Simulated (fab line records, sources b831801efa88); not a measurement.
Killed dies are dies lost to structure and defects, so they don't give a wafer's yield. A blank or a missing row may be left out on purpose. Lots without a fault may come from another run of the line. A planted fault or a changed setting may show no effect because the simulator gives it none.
Chamber matching | flow gf180mcu | GF_V1_CVD_02 on pecvd-04: 3 sister chambers
The step deposits SiO2 from TEOS, target thk 850 nm, time 94.851 s. 6 wafers are shown with their chamber, then 8 later ones without.

WAFERS WITH THEIR CHAMBER
wafer  | chamber | heater_power_w (W) | rf_fwd_power_W (W)
L082.4 | 2       | 916                | 592.0
L082.5 | 1       | 482                | 599.0
L085.2 | 0       | 690                | 596.2
L085.3 | 1       | 517                | 597.4
L085.5 | 0       | 710                | 596.4
L086.2 | 2       | 783                | 592.5

WAFERS WITHOUT THEIR CHAMBER
wafer  | heater_power_w (W) | rf_fwd_power_W (W)
L086.3 | 563                | 599.7
L086.5 | 689                | 594.8
L093.3 | 951                | 592.4
L093.4 | 479                | 593.7
L093.6 | 706                | 595.6
L097.4 | 559                | 597.0
L097.5 | 566                | 599.5
L097.6 | 889                | 595.4

WHICH CHAMBER EACH WENT THROUGH
wafer  | from the rows above          | in truth
L086.3 | 1                            | 1
L086.5 | 0                            | 0
L093.3 | 2                            | 2
L093.4 | can't be placed: 0 or 1 or 2 | 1
L093.6 | 0                            | 0
L097.4 | can't be placed: 1 or 0      | 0
L097.5 | 1                            | 1
L097.6 | can't be placed: 0 or 2      | 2
Placed correctly: 5 of 8. Can't be placed from these rows: 3 (the true chamber is among the candidates in 3). Placed wrongly: 0.
How it was worked out, from the rows above alone: a wafer's distance from a chamber is the root of the sum, over the readings, of the square of ((its reading less the chamber's mean) divided by the reading's scatter). The wafer belongs to the nearest chamber; if the next one is less than 2 further off, it can't be placed. A chamber's mean is the mean of its shown wafers. The scatter: the root of (the sum of the squares of (reading less its chamber's mean) over the shown wafers, divided by (wafers less chambers)).
